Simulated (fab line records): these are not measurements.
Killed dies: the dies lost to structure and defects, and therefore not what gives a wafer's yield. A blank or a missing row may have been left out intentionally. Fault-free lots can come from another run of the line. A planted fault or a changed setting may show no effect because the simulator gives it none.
Which tool is to blame? / flow gf180mcu / 45 wafers from 15 lots sampled at 4 of the route's 602 steps

WHAT EACH GAUGE READ, for each wafer
GF_VT_IMPLANT_TW_MEAS_43. Usual: VT_IMPLANT_4_TW 687, standard deviation 5.2.
lot=L371; measured=day 7 22:08; on=film_metro-04; VT_IMPLANT_4_TW=679 677 681; flag=
lot=L372; measured=day 8 01:29; on=film_metro-04; VT_IMPLANT_4_TW=676 681 681; flag=
lot=L373; measured=day 8 09:07; on=film_metro-03; VT_IMPLANT_4_TW=692 691 693; flag=
lot=L374; measured=day 8 15:08; on=film_metro-03; VT_IMPLANT_4_TW=689 686 695; flag=
lot=L375; measured=day 8 21:37; on=film_metro-01; VT_IMPLANT_4_TW=687 691 690; flag=
lot=L376; measured=day 9 05:05; on=film_metro-03; VT_IMPLANT_4_TW=697 692 695; flag=
lot=L379; measured=day 10 10:20; on=film_metro-01; VT_IMPLANT_4_TW=685 685 687; flag=
lot=L380; measured=day 10 12:32; on=film_metro-01; VT_IMPLANT_4_TW=689 683 688; flag=
lot=L382; measured=day 11 00:26; on=film_metro-03; VT_IMPLANT_4_TW=696 689 690; flag=
lot=L387; measured=day 12 06:24; on=film_metro-03; VT_IMPLANT_4_TW=692 692 690; flag=
lot=L388; measured=day 12 14:40; on=film_metro-03; VT_IMPLANT_4_TW=694 689 693; flag=
lot=L389; measured=day 12 21:29; on=film_metro-01; VT_IMPLANT_4_TW=684 683 685; flag=
lot=L390; measured=day 13 00:23; on=film_metro-01; VT_IMPLANT_4_TW=684 687 685; flag=
lot=L391; measured=day 13 07:53; on=film_metro-01; VT_IMPLANT_4_TW=684 684 691; flag=
lot=L393; measured=day 13 21:24; on=film_metro-04; VT_IMPLANT_4_TW=681 675 675; flag=

GF_HV_LDD_TW_MEAS_11. Usual: HV_LDD_TW 2406, standard deviation 22.
lot=L371; measured=day 10 10:41; on=film_metro-04; HV_LDD_TW=2378 2379 2379; flag=
lot=L372; measured=day 10 16:51; on=film_metro-04; HV_LDD_TW=2366 2392 2384; flag=
lot=L373; measured=day 10 22:20; on=film_metro-04; HV_LDD_TW=2396 2383 2383; flag=
lot=L374; measured=day 11 08:29; on=film_metro-03; HV_LDD_TW=2414 2419 2415; flag=
lot=L375; measured=day 11 18:41; on=film_metro-04; HV_LDD_TW=2386 2375 2377; flag=
lot=L376; measured=day 12 00:31; on=film_metro-03; HV_LDD_TW=2426 2424 2416; flag=
lot=L379; measured=day 13 07:42; on=film_metro-04; HV_LDD_TW=2367 2370 2368; flag=
lot=L380; measured=day 13 07:59; on=film_metro-04; HV_LDD_TW=2370 2374 2363; flag=
lot=L382; measured=day 13 19:59; on=film_metro-02; HV_LDD_TW=2401 2415 2417; flag=
lot=L387; measured=day 15 10:17; on=film_metro-02; HV_LDD_TW=2419 2416 2419; flag=
lot=L388; measured=day 15 18:13; on=film_metro-03; HV_LDD_TW=2419 2400 2415; flag=
lot=L389; measured=day 16 04:10; on=film_metro-02; HV_LDD_TW=2421 2428 2423; flag=
lot=L390; measured=day 16 03:53; on=film_metro-02; HV_LDD_TW=2418 2427 2432; flag=
lot=L391; measured=day 16 12:59; on=film_metro-02; HV_LDD_TW=2436 2435 2428; flag=
lot=L393; measured=day 17 00:43; on=film_metro-03; HV_LDD_TW=2410 2403 2410; flag=

GF_HV_LDD_CD_MEAS_19: the cd target is 400 nm. Usual: cd_nm reads 399.0 nm (standard deviation 2.3).
lot=L371; measured=day 11 03:59; on=cd_sem-01; cd_nm (nm)=397.8 397.2 401.1; flag=
lot=L372; measured=day 11 09:44; on=cd_sem-01; cd_nm (nm)=397.2 398.6 400.6; flag=
lot=L373; measured=day 11 15:44; on=cd_sem-01; cd_nm (nm)=398.6 396.6 398.2; flag=
lot=L374; measured=day 12 02:47; on=cd_sem-01; cd_nm (nm)=395.9 394.4 394.6; flag=
lot=L375; measured=day 12 14:08; on=cd_sem-02; cd_nm (nm)=397.0 396.6 398.6; flag=
lot=L376; measured=day 12 19:56; on=cd_sem-02; cd_nm (nm)=400.0 399.7 398.1; flag=
lot=L379; measured=day 14 01:41; on=cd_sem-02; cd_nm (nm)=399.7 401.5 400.9; flag=
lot=L380; measured=day 14 02:59; on=cd_sem-02; cd_nm (nm)=403.0 402.1 400.3; flag=
lot=L382; measured=day 14 15:02; on=cd_sem-01; cd_nm (nm)=393.7 396.3 394.1; flag=
lot=L387; measured=day 16 07:32; on=cd_sem-01; cd_nm (nm)=400.6 401.4 399.1; flag=
lot=L388; measured=day 16 16:31; on=cd_sem-01; cd_nm (nm)=398.7 400.4 398.3; flag=
lot=L389; measured=day 17 02:37; on=cd_sem-02; cd_nm (nm)=399.6 398.7 395.9; flag=
lot=L390; measured=day 17 02:01; on=cd_sem-01; cd_nm (nm)=399.8 399.5 396.7; flag=
lot=L391; measured=day 17 11:08; on=cd_sem-02; cd_nm (nm)=398.6 397.8 398.2; flag=
lot=L393; measured=day 17 23:44; on=cd_sem-01; cd_nm (nm)=397.1 398.3 397.7; flag=

WHICH TOOL RAN EACH LOT (tool, then ch and the chambers of the sampled wafers, then the start)
lot=L371; GF_DUAL_GATE_OXIDATION_15=furnace-01 ch 0, day 8 17:35
lot=L372; GF_DUAL_GATE_OXIDATION_15=furnace-02 ch 0, day 8 22:37
lot=L373; GF_DUAL_GATE_OXIDATION_15=furnace-01 ch 0, day 9 04:32
lot=L374; GF_DUAL_GATE_OXIDATION_15=furnace-01 ch 0, day 9 09:43
lot=L375; GF_DUAL_GATE_OXIDATION_15=furnace-02 ch 0, day 9 20:28
lot=L376; GF_DUAL_GATE_OXIDATION_15=furnace-02 ch 0, day 10 05:40
lot=L379; GF_DUAL_GATE_OXIDATION_15=furnace-02 ch 0, day 11 12:55
lot=L380; GF_DUAL_GATE_OXIDATION_15=furnace-02 ch 0, day 11 12:55
lot=L382; GF_DUAL_GATE_OXIDATION_15=furnace-02 ch 0, day 11 21:31
lot=L387; GF_DUAL_GATE_OXIDATION_15=furnace-02 ch 0, day 13 10:27
lot=L388; GF_DUAL_GATE_OXIDATION_15=furnace-02 ch 0, day 13 19:52
lot=L389; GF_DUAL_GATE_OXIDATION_15=furnace-01 ch 0, day 14 04:31
lot=L390; GF_DUAL_GATE_OXIDATION_15=furnace-01 ch 0, day 14 04:31
lot=L391; GF_DUAL_GATE_OXIDATION_15=furnace-01 ch 0, day 14 12:16
lot=L393; GF_DUAL_GATE_OXIDATION_15=furnace-02 ch 0, day 15 00:31
- GF_DUAL_GATE_OXIDATION_15: stabilise 600 s, purge 300 s, target thk 7.098 nm.

WHAT THE TOOLS THEMSELVES READ (means of the sampled wafers that have a number; where no wafer has one, the mark that the record gives instead)
The record holds no such reading with a usual standard deviation.

THE ANSWER, worked out from the rows above alone
Rule: a lot is off if the mean of its wafers that have a number lies more than 3 standard deviations from the usual mean. A lot without any number at a reading at which 4 lots or more have one is off too. The other lots that the step has rows for count as sound. The gauges are gone through in route order, then the tools' own readings, and for those a lot's mean is taken as printed above. At the first step where some lot is off, the reading lying furthest off is the one used; lots without a number count as furthest.
No lot is off at any reading shown: from this, nothing can be told.

WHAT WAS PUT IN BY THE SIMULATOR
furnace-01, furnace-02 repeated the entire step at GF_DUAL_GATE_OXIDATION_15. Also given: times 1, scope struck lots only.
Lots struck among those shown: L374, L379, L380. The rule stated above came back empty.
